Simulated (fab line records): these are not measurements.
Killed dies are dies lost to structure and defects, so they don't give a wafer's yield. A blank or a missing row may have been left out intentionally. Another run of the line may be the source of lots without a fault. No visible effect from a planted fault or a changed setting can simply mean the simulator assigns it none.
Which tool is to blame?	flow sky130	13 lots, 39 wafers sampled, at 2 steps of a route of 708

## WHAT THE GAUGES SHOWED, per wafer
The record lacks any reading of a measuring or inspecting step that a usual standard deviation could be used to judge.

## WHICH TOOL RAN EACH LOT (tool, then ch and the chambers of the sampled wafers, then the start)
lot	SKY_VIA4_CMP_21	SKY_PAD_OPEN_PROBE_99
L442	cmp-02 ch 0,1,3, day 42 22:37	-
L443	cmp-01 ch 0,1, day 43 02:33	-
L444	cmp-01 ch 0,1, day 43 16:29	-
L445	cmp-01 ch 0,3, day 43 18:56	-
L448	cmp-02 ch 0,1,3, day 44 09:35	-
L452	cmp-02 ch 1,2, day 45 13:14	-
L454	cmp-01 ch 0,2,3, day 46 03:19	prober-02, day 48 17:31
L455	cmp-01 ch 0,1, day 46 03:31	prober-01, day 48 17:50
L456	cmp-02 ch 0,3, day 46 18:47	prober-02, day 49 07:32
L459	cmp-02 ch 0,2, day 47 15:38	-
L460	cmp-02 ch 0,1, day 47 19:11	-
L461	cmp-02 ch 0,2, day 47 20:26	-
L464	cmp-02 ch 1,2,3, day 48 14:34	-
- SKY_VIA4_CMP_21: polishes, stops on SiO2, t overpolish 25 s, target thk 0 nm.
- SKY_PAD_OPEN_PROBE_99

## WHAT THE TOOLS THEMSELVES READ (means of the sampled wafers that have a number; where no wafer has one, the mark that the record gives instead)
SKY_VIA4_CMP_21.
lot	tool	motor_current_A (A)	overpolish_run_s (s)	time_to_endpoint_s (s)
L442	cmp-02	10.5	25.005	120
L443	cmp-01	12.2	25.002	117
L444	cmp-01	11.3	24.998	123
L445	cmp-01	12.7	24.997	119
L448	cmp-02	10.6	25.005	121
L452	cmp-02	10.6	25.010	120
L454	cmp-01	12.3	16.683	142
L455	cmp-01	12.5	16.675	146
L456	cmp-02	10.8	24.997	118
L459	cmp-02	12.7	25.006	121
L460	cmp-02	11.4	25.003	120
L461	cmp-02	12.5	24.998	124
L464	cmp-02	11.0	25.004	118

SKY_PAD_OPEN_PROBE_99.
lot	tool	defect_limited_yield (%)	killed_at_M0_to_M3	killed_at_M4_up	killed_at_contacts	killed_at_front_end	killed_at_other	killed_dies	killed_on_rim	killed_open	killed_short	sort_bin_3_pad_short (%)	sort_bin_5_function (%)	sort_bin_6_memory (%)	sort_n_pass	sort_yield_pct (%)
L454	prober-02	53.7	52	137.0	25	14	0.7	228	43	49	44	28.1	12.3	5.8	264	53.7
L455	prober-01	53.7	50	137.3	24	16	0.0	228	46	51	43	28.0	11.7	6.7	264	53.7
L456	prober-02	83.9	38	2.7	25	13	0.0	79	16	39	40	1.3	9.1	5.6	413	83.9

## THE ANSWER, worked out from the rows above alone
Rule: the lots themselves supply what counts as usual. The widest of any qualifying gaps counts: lots, ordered by their means at a reading, are off when they make up no more than a third of the lots, leave a main group of 4 or more, and stand apart from it by 3 or more times the standard deviation of that group's means. Not used: any main group whose means are identical at the precision the tables above print for the reading. Also off: a lot with no number at a reading for which 4 or more lots have one. Any other lot the step has rows for is counted as sound. Order of review: gauges by route order, followed by the tools' own readings, for which a lot's mean as printed above is used. The first step at which some lot is off is used, and at that step the reading that is off furthest; a lot without a number counts as furthest.
Off at SKY_VIA4_CMP_21 (overpolish_run_s): L454, L455. For the main group the mean is 25.002 s and the standard deviation 0.0041.
A tool fits if, at that step or a process step before it, it ran every lot that is off, and no sound lot after the first of them. One fits: cmp-01 at SKY_VIA4_CMP_21. Its last sound lot is L445 (day 43 18:56), its first lot that is off L454 (day 46 03:19): a fault that began between those two fits.
The tool's own readings at SKY_VIA4_CMP_21 bear it out: on the lots that are off they differ by more than 5 times the standard deviation of the sound lots' means. overpolish_run_s reads 16.679 s there against 25.002 s on the sound lots; time_to_endpoint_s reads 144 s there against 120 s on the sound lots.

## WHAT WAS PUT IN BY THE SIMULATOR
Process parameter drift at SKY_VIA4_CMP_21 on cmp-01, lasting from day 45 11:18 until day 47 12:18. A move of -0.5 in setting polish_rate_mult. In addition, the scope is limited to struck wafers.
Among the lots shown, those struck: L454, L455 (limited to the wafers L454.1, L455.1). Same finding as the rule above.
